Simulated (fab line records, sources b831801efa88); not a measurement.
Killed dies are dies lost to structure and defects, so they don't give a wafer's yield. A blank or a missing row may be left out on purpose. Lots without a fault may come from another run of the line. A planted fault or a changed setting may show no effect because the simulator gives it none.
Problem report in the 8D (eight disciplines) form, filled by code | flow sky130 | the parts of the form that need people (team, actions taken, sign-off) are left out

1. THE PROBLEM
rf_fwd_power_W at SKY_PAD_OPEN_ETCH_07 reads a mean of 922.5 W on 1 wafer of 1 lot; wafers without a fault read 797.2 W with a standard deviation of 2.6. That is +48 standard deviations from the usual mean.
The step: etches the open film in CF4/O2, stops on AlCu, target depth 725 nm, time 161.1 s.
First seen on wafer L493.1, day 49 13:03, on rie_diel-01. The record holds 33 wafers of 11 lots with a number at this step. Rule for "out", or "out of limits": more than 4 standard deviations from the usual mean. The other wafers with a number count as sound.

2. WHAT IT IS AND WHAT IT IS NOT
question                    | is                | is not
which readings at this step | rf_fwd_power_W    | cf4_flow_sccm, drypump_motor_current_A, oes_product_au, throttle_valve_pct
which lots                  | L493              | L477, L478, L479, L480, L481, L485, L488, L489, L498, L499
which wafers of those lots  | L493.1            | L493.3, L493.6
read on which tools         | rie_diel-01       | rie_diel-02, rie_diel-04
when                        | from day 49 13:03 | up to then (26 sound wafers); but 6 sound wafers of L498, L499 came after

3. SUSPECTS, AND WHAT RULES EACH OUT
Counting: a tool at a process step up to the reading stays a suspect if it ran every lot that is out. Sound lots after the first of them don't rule it out here, since some wafers of a struck lot are sound.
- plasma_asher-01 at SKY_METAL5_STRIP_16 (strips in O2/N2): kept. It ran the lot that is out, L493 (day 48 00:11); its last sound lot up to then is L488 (day 46 10:37).
- rie_diel-01 at SKY_PAD_OPEN_ETCH_07 (etches the open film in CF4/O2, stops on AlCu, target depth 725 nm, time 161.1 s): kept. It ran the lot that is out, L493 (day 49 13:03); its last sound lot up to then is L481 (day 46 19:42). Its own readings are out on those wafers: rf_fwd_power_W.
- Within plasma_asher-01 at SKY_METAL5_STRIP_16: the wafers that are out ran in chamber 0; their sound lot-mates ran in chamber 1.
- Within rie_diel-01 at SKY_PAD_OPEN_ETCH_07: the wafers that are out ran in chamber 0; their sound lot-mates ran in chambers 1, 3.
Left after counting: plasma_asher-01 at SKY_METAL5_STRIP_16, rie_diel-01 at SKY_PAD_OPEN_ETCH_07.

4. THE CAUSE (what the simulator had put in)
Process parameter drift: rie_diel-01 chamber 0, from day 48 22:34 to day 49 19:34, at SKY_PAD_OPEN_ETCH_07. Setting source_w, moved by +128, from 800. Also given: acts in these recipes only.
Counting left 2 suspects, and this tool is among them.

5. THE CHAIN OF EFFECTS, in route order
Each row: a reading whose mean over the struck wafers that have a number lies more than 3 standard deviations from the usual. Only readings for which the record gives a usual standard deviation are gone through. hours: the time from each lot's start at the first step in this table that gives one to its start at this step, as a median over the lots. sigmas: the change in usual standard deviations.
hours | step                 | reading        | usual   | on struck wafers | change | sigmas
0     | SKY_PAD_OPEN_ETCH_07 | rf_fwd_power_W | 797.2 W | 922.5            | +125.3 | +48
The process steps in it:
- SKY_PAD_OPEN_ETCH_07: etches the open film in CF4/O2, stops on AlCu, target depth 725 nm, time 161.1 s.

6. WHAT WOULD HAVE CAUGHT IT SOONER
In this record the first reading out of limits was taken at day 49 13:03, 14 hours after the fault began at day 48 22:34.
